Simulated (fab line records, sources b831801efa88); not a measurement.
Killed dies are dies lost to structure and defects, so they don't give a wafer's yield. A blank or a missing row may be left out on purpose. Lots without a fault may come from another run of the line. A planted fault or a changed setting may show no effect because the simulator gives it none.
Problem report in the 8D (eight disciplines) form, filled by code | flow sfq_line | the parts of the form that need people (team, actions taken, sign-off) are left out

1. THE PROBLEM
chamber_pressure_pa at SFQ_TRILAYER_M4_DEP_SPUTTER_091 reads a mean of 0.10842 Pa on 9 wafers of 3 lots; wafers without a fault read 0.13334 Pa with a standard deviation of 0.00025. That is -99 or more standard deviations from the usual mean.
The step: material Nb, target thk 200 nm, time 133.3 s.
First seen on wafer L250.4, day 39 23:22, on pvd_sputter-04. The record holds 45 wafers of 15 lots with a number at this step. Rule for "out", or "out of limits": more than 4 standard deviations from the usual mean. The other wafers with a number count as sound.

2. WHAT IT IS AND WHAT IT IS NOT
question                    | is                     | is not
which readings at this step | chamber_pressure_pa    | substrate_temp_c
which lots                  | L250, L251, L253       | L239, L240, L241, L243, L244, L245, L246, L247, L254, L260, L261, L262
which wafers of those lots  | all that have a number | -
read on which tools         | pvd_sputter-04         | pvd_sputter-03, pvd_sputter-06
when                        | from day 39 23:22      | up to then (24 sound wafers); but 12 sound wafers of L254, L260, L261, L262 came after

3. SUSPECTS, AND WHAT RULES EACH OUT
Counting: a tool at a process step up to the reading stays a suspect if it ran every lot that is out and no sound lot after the first of them.
- pvd_sputter-04 at SFQ_TRILAYER_M4_DEP_SPUTTER_091 (material Nb, target thk 200 nm, time 133.3 s): ruled out as a lasting fault. Sound lots L262 ran on it after its first lot that is out, L250 (day 39 23:22).
Left after counting: nothing in the record.

4. THE CAUSE (what the simulator had put in)
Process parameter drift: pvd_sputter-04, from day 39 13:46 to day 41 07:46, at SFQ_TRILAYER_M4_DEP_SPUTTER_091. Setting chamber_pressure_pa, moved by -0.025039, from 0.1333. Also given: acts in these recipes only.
Counting ruled it out, wrongly.

5. THE CHAIN OF EFFECTS, in route order
Each row: a reading whose mean over the struck wafers that have a number lies more than 3 standard deviations from the usual. Only readings for which the record gives a usual standard deviation are gone through. hours: the time from each lot's start at the first step in this table that gives one to its start at this step, as a median over the lots. sigmas: the change in usual standard deviations.
hours | step                            | reading             | usual      | on struck wafers | change   | sigmas
0     | SFQ_TRILAYER_M4_DEP_SPUTTER_091 | chamber_pressure_pa | 0.13334 Pa | 0.10842          | -0.02492 | -99 or more
0     | SFQ_TRILAYER_M4_DEP_SPUTTER_091 | throttle_valve_pct  | 29.6 %     | 32.4             | +2.8     | +3.2
The process steps in it:
- SFQ_TRILAYER_M4_DEP_SPUTTER_091: material Nb, target thk 200 nm, time 133.3 s.
Later measuring or inspecting steps at which every struck wafer that the step has a row for has a number for every such reading, and none has moved that far: SFQ_I6_BOW_MEAS_941.

6. WHAT WOULD HAVE CAUGHT IT SOONER
In this record the first reading out of limits was taken at day 39 23:22, 10 hours after the fault began at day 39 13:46.
